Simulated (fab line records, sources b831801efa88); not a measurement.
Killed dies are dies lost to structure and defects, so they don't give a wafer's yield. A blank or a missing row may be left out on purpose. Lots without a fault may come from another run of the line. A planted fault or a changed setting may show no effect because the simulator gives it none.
Chamber matching | flow sky130 | SKY_FIELD_ISO_ETCH_15 on rie_diel-03: 4 sister chambers
The step etches the open film in CHF3/O2, stops on Si, target depth 180 nm, time 72 s. 8 wafers are shown with their chamber, then 6 later ones without.

WAFERS WITH THEIR CHAMBER
wafer  | chamber | drypump_motor_current_A (A) | throttle_valve_pct (%)
L584.6 | 1       | 5.8                         | 8.834
L586.1 | 2       | 5.7                         | 8.849
L586.2 | 1       | 5.8                         | 8.832
L586.3 | 0       | 6.1                         | 8.861
L590.6 | 3       | 4.7                         | 8.838
L596.1 | 3       | 4.8                         | 8.839
L596.3 | 0       | 6.1                         | 8.845
L596.4 | 2       | 5.7                         | 8.837

WAFERS WITHOUT THEIR CHAMBER
wafer  | drypump_motor_current_A (A) | throttle_valve_pct (%)
L597.1 | 4.8                         | 8.835
L597.2 | 5.8                         | 8.854
L597.5 | 5.8                         | 8.850
L602.2 | 5.8                         | 8.857
L602.4 | 5.7                         | 8.853
L602.6 | 4.7                         | 8.850

WHICH CHAMBER EACH WENT THROUGH
wafer  | from the rows above     | in truth
L597.1 | 3                       | 3
L597.2 | can't be placed: 1 or 2 | 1
L597.5 | can't be placed: 1 or 2 | 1
L602.2 | can't be placed: 1 or 2 | 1
L602.4 | 2                       | 2
L602.6 | 3                       | 3
Placed correctly: 3 of 6. Can't be placed from these rows: 3 (the true chamber is among the candidates in 3). Placed wrongly: 0.
How it was worked out, from the rows above alone: a wafer's distance from a chamber is the root of the sum, over the readings, of the square of ((its reading less the chamber's mean) divided by the reading's scatter). The wafer belongs to the nearest chamber; if the next one is less than 2 further off, it can't be placed. A chamber's mean is the mean of its shown wafers. The scatter: the root of (the sum of the squares of (reading less its chamber's mean) over the shown wafers, divided by (wafers less chambers)).
